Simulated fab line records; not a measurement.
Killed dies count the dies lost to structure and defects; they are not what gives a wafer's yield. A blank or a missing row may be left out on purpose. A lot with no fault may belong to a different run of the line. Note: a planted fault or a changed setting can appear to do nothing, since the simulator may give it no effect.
Which tool was responsible? | flow sky130 | 6 lots, 18 wafers sampled, at 1 step of a route of 708

## WHAT THE GAUGES SHOWED, per wafer
SKY_NWELL_OVL_MEAS_23.
lot  | measured     | on         | NWELL_01_OVL (nm)
L546 | day 5 22:07  | overlay-01 | 1.3 0.3 0.7
L552 | day 7 06:05  | overlay-02 | -0.4 -1.0 -1.2
L558 | day 8 14:19  | overlay-02 | 0.0 2.7 1.3
L564 | day 10 06:25 | overlay-01 | -0.4 0.0 -1.1
L566 | day 10 12:38 | overlay-02 | 0.0 -0.9 0.1
L568 | day 11 03:43 | overlay-02 | 3.1 0.9 1.8

## TOOL THAT RAN EACH LOT (tool first, then ch and the chambers of the sampled wafers, then the start)
The record holds no process step before these readings.

## THE ANSWER, worked out from the rows above alone
Rule: what is usual is taken from the lots themselves. Put in order of their means at a reading, lots are off if they are a third of the lots or fewer, leave a main group of 4 or more, and stand apart from it by a gap of 3 or more times the standard deviation of the main group's means; of several such gaps the widest counts. The tables above print the reading to a certain number of digits; a main group whose means all agree to those digits is not used. Also off: a lot with no number at a reading for which 4 or more lots have one. The other lots that the step has rows for count as sound.
No lot is off at any reading shown: from this, nothing can be told.

## WHAT THE SIMULATOR HAD PUT IN
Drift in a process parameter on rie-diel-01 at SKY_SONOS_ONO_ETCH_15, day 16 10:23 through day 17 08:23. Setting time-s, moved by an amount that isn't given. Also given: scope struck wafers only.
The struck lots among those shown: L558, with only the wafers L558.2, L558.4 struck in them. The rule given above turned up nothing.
